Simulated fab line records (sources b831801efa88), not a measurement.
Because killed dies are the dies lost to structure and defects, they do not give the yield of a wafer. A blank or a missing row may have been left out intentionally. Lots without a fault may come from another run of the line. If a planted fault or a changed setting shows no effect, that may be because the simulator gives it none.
What tool caused it? || flow gf180mcu || 36 wafers from 12 lots sampled at 5 of the route's 602 steps

## WHAT EACH GAUGE READ, for each wafer
GF_V3_THK_MEAS_03. Usual: V3_CVD_02_THK 849 nm, standard deviation 10.
{"lot": "L825", "measured": "day 21 14:16", "on": "film metro-02", "V3_CVD_02_THK (nm)": "848 852 864", "flag": ""}
{"lot": "L829", "measured": "day 23 07:42", "on": "film metro-02", "V3_CVD_02_THK (nm)": "854 862 855", "flag": ""}
{"lot": "L833", "measured": "day 24 17:52", "on": "film metro-03", "V3_CVD_02_THK (nm)": "851 858 850", "flag": ""}
{"lot": "L837", "measured": "day 25 23:40", "on": "film metro-03", "V3_CVD_02_THK (nm)": "837 848 857", "flag": ""}
{"lot": "L838", "measured": "day 26 04:49", "on": "film metro-02", "V3_CVD_02_THK (nm)": "843 845 857", "flag": ""}
{"lot": "L840", "measured": "day 27 01:34", "on": "film metro-03", "V3_CVD_02_THK (nm)": "838 844 868", "flag": ""}
{"lot": "L841", "measured": "day 27 11:52", "on": "film metro-02", "V3_CVD_02_THK (nm)": "836 860 856", "flag": ""}
{"lot": "L842", "measured": "day 27 18:59", "on": "film metro-01", "V3_CVD_02_THK (nm)": "832 849 847", "flag": ""}
{"lot": "L843", "measured": "day 27 19:38", "on": "film metro-03", "V3_CVD_02_THK (nm)": "835 843 842", "flag": ""}
{"lot": "L844", "measured": "day 28 03:25", "on": "film metro-03", "V3_CVD_02_THK (nm)": "833 842 856", "flag": ""}
{"lot": "L845", "measured": "day 28 11:41", "on": "film metro-03", "V3_CVD_02_THK (nm)": "851 851 857", "flag": ""}
{"lot": "L846", "measured": "day 28 19:31", "on": "film metro-01", "V3_CVD_02_THK (nm)": "851 844 860", "flag": ""}

GF_V3_CD_MEAS_14: the cd target is 260 nm. Usual: cd nm at 259.7 nm, with a standard deviation of 1.2.
{"lot": "L825", "measured": "day 22 13:58", "on": "cd sem-02", "cd nm (nm)": "259.0 260.2 260.1", "flag": ""}
{"lot": "L829", "measured": "day 24 06:25", "on": "cd sem-02", "cd nm (nm)": "248.7 249.6 250.0", "flag": "OFF"}
{"lot": "L833", "measured": "day 25 15:36", "on": "cd sem-02", "cd nm (nm)": "248.9 249.1 249.8", "flag": "OFF"}
{"lot": "L837", "measured": "day 26 20:42", "on": "cd sem-01", "cd nm (nm)": "262.7 261.9 261.4", "flag": ""}
{"lot": "L838", "measured": "day 27 02:16", "on": "cd sem-01", "cd nm (nm)": "259.5 260.3 259.8", "flag": ""}
{"lot": "L840", "measured": "day 27 22:13", "on": "cd sem-02", "cd nm (nm)": "258.7 258.9 258.5", "flag": ""}
{"lot": "L841", "measured": "day 28 08:05", "on": "cd sem-01", "cd nm (nm)": "260.2 259.8 258.7", "flag": ""}
{"lot": "L842", "measured": "day 28 14:52", "on": "cd sem-01", "cd nm (nm)": "260.6 259.6 260.4", "flag": ""}
{"lot": "L843", "measured": "day 28 15:14", "on": "cd sem-02", "cd nm (nm)": "259.7 259.2 259.0", "flag": ""}
{"lot": "L844", "measured": "day 28 23:22", "on": "cd sem-01", "cd nm (nm)": "258.2 257.3 257.8", "flag": ""}
{"lot": "L845", "measured": "day 29 06:04", "on": "cd sem-02", "cd nm (nm)": "259.3 259.6 259.7", "flag": ""}
{"lot": "L846", "measured": "day 29 14:19", "on": "cd sem-02", "cd nm (nm)": "260.2 263.2 260.7", "flag": ""}

## EACH LOT AND THE TOOL THAT RAN IT (in order: tool; ch and the chambers of the sampled wafers; start)
{"lot": "L825", "GF_V2_CVD_23": "cvd w-02 ch 0,1, day 20 12:06", "GF_M3_SPUTTER_03": "pvd sputter-02, day 20 12:51", "GF_V3_SOFTBAKE_10": "litho track-04 ch 0, day 22 02:00"}
{"lot": "L829", "GF_V2_CVD_23": "cvd w-01 ch 0,1, day 22 06:26", "GF_M3_SPUTTER_03": "pvd sputter-02, day 22 07:11", "GF_V3_SOFTBAKE_10": "litho track-03 ch 0, day 23 19:00"}
{"lot": "L833", "GF_V2_CVD_23": "cvd w-02 ch 0,1, day 23 18:28", "GF_M3_SPUTTER_03": "pvd sputter-02, day 23 19:11", "GF_V3_SOFTBAKE_10": "litho track-03 ch 0, day 25 04:00"}
{"lot": "L837", "GF_V2_CVD_23": "cvd w-02 ch 0,1, day 25 00:56", "GF_M3_SPUTTER_03": "pvd sputter-04, day 25 01:41", "GF_V3_SOFTBAKE_10": "litho track-04 ch 0, day 26 10:00"}
{"lot": "L838", "GF_V2_CVD_23": "cvd w-01 ch 0,1, day 25 06:26", "GF_M3_SPUTTER_03": "pvd sputter-03, day 25 07:11", "GF_V3_SOFTBAKE_10": "litho track-04 ch 0, day 26 16:00"}
{"lot": "L840", "GF_V2_CVD_23": "cvd w-02 ch 0,1, day 26 02:47", "GF_M3_SPUTTER_03": "pvd sputter-04, day 26 03:32", "GF_V3_SOFTBAKE_10": "litho track-03 ch 0, day 27 12:00"}
{"lot": "L841", "GF_V2_CVD_23": "cvd w-01 ch 0,1, day 26 13:58", "GF_M3_SPUTTER_03": "pvd sputter-04, day 26 14:43", "GF_V3_SOFTBAKE_10": "litho track-03 ch 0, day 27 22:00"}
{"lot": "L842", "GF_V2_CVD_23": "cvd w-01 ch 0,1, day 26 20:42", "GF_M3_SPUTTER_03": "pvd sputter-04, day 26 21:28", "GF_V3_SOFTBAKE_10": "litho track-03 ch 0, day 28 05:00"}
{"lot": "L843", "GF_V2_CVD_23": "cvd w-02 ch 0,1, day 26 22:07", "GF_M3_SPUTTER_03": "pvd sputter-02, day 26 22:53", "GF_V3_SOFTBAKE_10": "litho track-01 ch 0, day 28 05:00"}
{"lot": "L844", "GF_V2_CVD_23": "cvd w-02 ch 0,1, day 27 05:40", "GF_M3_SPUTTER_03": "pvd sputter-04, day 27 06:25", "GF_V3_SOFTBAKE_10": "litho track-03 ch 0, day 28 13:00"}
{"lot": "L845", "GF_V2_CVD_23": "cvd w-02 ch 0,1, day 27 13:38", "GF_M3_SPUTTER_03": "pvd sputter-02, day 27 14:22", "GF_V3_SOFTBAKE_10": "litho track-04 ch 0, day 28 21:00"}
{"lot": "L846", "GF_V2_CVD_23": "cvd w-01 ch 1, day 27 21:56", "GF_M3_SPUTTER_03": "pvd sputter-03, day 27 22:41", "GF_V3_SOFTBAKE_10": "litho track-03 ch 0, day 29 05:00"}
- GF_V2_CVD_23: deposits W, target thk 350 nm, time 104.94 s.
- GF_M3_SPUTTER_03: material Ti, target thk 10 nm, time 6.7 s.
- GF_V3_SOFTBAKE_10: time 60 s.

## WHAT THE TOOLS THEMSELVES READ (means of the sampled wafers that have a number; where no wafer has one, the mark that the record gives instead)
GF_V2_CVD_23. Usual: heater power w at 876 W, with a standard deviation of 51.
{"lot": "L825", "tool": "cvd w-02", "heater power w (W)": 819, "flag": ""}
{"lot": "L829", "tool": "cvd w-01", "heater power w (W)": 919, "flag": ""}
{"lot": "L833", "tool": "cvd w-02", "heater power w (W)": 839, "flag": ""}
{"lot": "L837", "tool": "cvd w-02", "heater power w (W)": 815, "flag": ""}
{"lot": "L838", "tool": "cvd w-01", "heater power w (W)": 923, "flag": ""}
{"lot": "L840", "tool": "cvd w-02", "heater power w (W)": 832, "flag": ""}
{"lot": "L841", "tool": "cvd w-01", "heater power w (W)": 919, "flag": ""}
{"lot": "L842", "tool": "cvd w-01", "heater power w (W)": 931, "flag": ""}
{"lot": "L843", "tool": "cvd w-02", "heater power w (W)": 834, "flag": ""}
{"lot": "L844", "tool": "cvd w-02", "heater power w (W)": 829, "flag": ""}
{"lot": "L845", "tool": "cvd w-02", "heater power w (W)": 834, "flag": ""}
{"lot": "L846", "tool": "cvd w-01", "heater power w (W)": 911, "flag": ""}

GF_M3_SPUTTER_03. Usual: cathode dc power W 3000.0 W, standard deviation 0.54; substrate temp c 300.00 C, standard deviation 0.18; throttle valve pct 29.6 %, standard deviation 1.1.
{"lot": "L825", "tool": "pvd sputter-02", "cathode dc power W (W)": 3000.0, "substrate temp c (C)": 299.83, "throttle valve pct (%)": 29.2, "flag": ""}
{"lot": "L829", "tool": "pvd sputter-02", "cathode dc power W (W)": 2999.8, "substrate temp c (C)": 299.98, "throttle valve pct (%)": 28.8, "flag": ""}
{"lot": "L833", "tool": "pvd sputter-02", "cathode dc power W (W)": 3000.3, "substrate temp c (C)": 300.09, "throttle valve pct (%)": 29.7, "flag": ""}
{"lot": "L837", "tool": "pvd sputter-04", "cathode dc power W (W)": 3000.5, "substrate temp c (C)": 300.00, "throttle valve pct (%)": 28.7, "flag": ""}
{"lot": "L838", "tool": "pvd sputter-03", "cathode dc power W (W)": 2999.9, "substrate temp c (C)": 300.01, "throttle valve pct (%)": 29.9, "flag": ""}
{"lot": "L840", "tool": "pvd sputter-04", "cathode dc power W (W)": 3000.2, "substrate temp c (C)": 300.12, "throttle valve pct (%)": 29.4, "flag": ""}
{"lot": "L841", "tool": "pvd sputter-04", "cathode dc power W (W)": 3000.0, "substrate temp c (C)": 300.00, "throttle valve pct (%)": 29.3, "flag": ""}
{"lot": "L842", "tool": "pvd sputter-04", "cathode dc power W (W)": 2999.9, "substrate temp c (C)": 300.20, "throttle valve pct (%)": 28.8, "flag": ""}
{"lot": "L843", "tool": "pvd sputter-02", "cathode dc power W (W)": 3000.3, "substrate temp c (C)": 299.94, "throttle valve pct (%)": 31.0, "flag": ""}
{"lot": "L844", "tool": "pvd sputter-04", "cathode dc power W (W)": 2999.7, "substrate temp c (C)": 300.03, "throttle valve pct (%)": 29.7, "flag": ""}
{"lot": "L845", "tool": "pvd sputter-02", "cathode dc power W (W)": 2999.8, "substrate temp c (C)": 299.96, "throttle valve pct (%)": 30.3, "flag": ""}
{"lot": "L846", "tool": "pvd sputter-03", "cathode dc power W (W)": 2999.6, "substrate temp c (C)": 299.92, "throttle valve pct (%)": 30.6, "flag": ""}

GF_V3_SOFTBAKE_10. Usual: exhaust pa 45.1 Pa, standard deviation 0.86; heater power total W 93.05 W, standard deviation 0.056; plate temp C 130.01 C, standard deviation 0.14.
{"lot": "L825", "tool": "litho track-04", "exhaust pa (Pa)": 45.3, "heater power total W (W)": 93.04, "plate temp C (C)": 130.20, "flag": ""}
{"lot": "L829", "tool": "litho track-03", "exhaust pa (Pa)": 45.5, "heater power total W (W)": 88.73, "plate temp C (C)": 125.26, "flag": "OFF"}
{"lot": "L833", "tool": "litho track-03", "exhaust pa (Pa)": 44.5, "heater power total W (W)": 88.65, "plate temp C (C)": 125.29, "flag": "OFF"}
{"lot": "L837", "tool": "litho track-04", "exhaust pa (Pa)": 45.0, "heater power total W (W)": 93.06, "plate temp C (C)": 129.89, "flag": ""}
{"lot": "L838", "tool": "litho track-04", "exhaust pa (Pa)": 45.0, "heater power total W (W)": 93.05, "plate temp C (C)": 130.01, "flag": ""}
{"lot": "L840", "tool": "litho track-03", "exhaust pa (Pa)": 45.9, "heater power total W (W)": 93.06, "plate temp C (C)": 129.94, "flag": ""}
{"lot": "L841", "tool": "litho track-03", "exhaust pa (Pa)": 44.5, "heater power total W (W)": 93.05, "plate temp C (C)": 129.98, "flag": ""}
{"lot": "L842", "tool": "litho track-03", "exhaust pa (Pa)": 44.7, "heater power total W (W)": 93.00, "plate temp C (C)": 130.00, "flag": ""}
{"lot": "L843", "tool": "litho track-01", "exhaust pa (Pa)": 45.1, "heater power total W (W)": 93.03, "plate temp C (C)": 130.15, "flag": ""}
{"lot": "L844", "tool": "litho track-03", "exhaust pa (Pa)": 46.0, "heater power total W (W)": 93.01, "plate temp C (C)": 130.03, "flag": ""}
{"lot": "L845", "tool": "litho track-04", "exhaust pa (Pa)": 43.8, "heater power total W (W)": 92.98, "plate temp C (C)": 129.93, "flag": ""}
{"lot": "L846", "tool": "litho track-03", "exhaust pa (Pa)": 44.7, "heater power total W (W)": 93.06, "plate temp C (C)": 130.04, "flag": ""}

## THE ANSWER, worked out from the rows above alone
Rule: a lot is off if the mean of its wafers that have a number lies more than 3 standard deviations from the usual mean. A lot without any number at a reading at which 4 lots or more have one is off too. Where the step has rows for the other lots, those lots are counted as sound. The gauges are gone through in route order, then the tools' own readings, and for those a lot's mean is taken as printed above. The first step at which some lot is off is used, and at that step the reading that is off furthest; a lot without a number counts as furthest.
Off: L829, L833 (GF_V3_CD_MEAS_14, cd nm).
If a tool, at a process step before that reading, ran all the lots that are off and no sound lot after the first of them, it fits. The gauges at GF_V3_CD_MEAS_14 aren't tried: what is off there is off at GF_V3_SOFTBAKE_10 too, on other tools, and a gauge's error can't cause that. Of those tried, none fits.

## WHAT WAS PUT IN BY THE SIMULATOR
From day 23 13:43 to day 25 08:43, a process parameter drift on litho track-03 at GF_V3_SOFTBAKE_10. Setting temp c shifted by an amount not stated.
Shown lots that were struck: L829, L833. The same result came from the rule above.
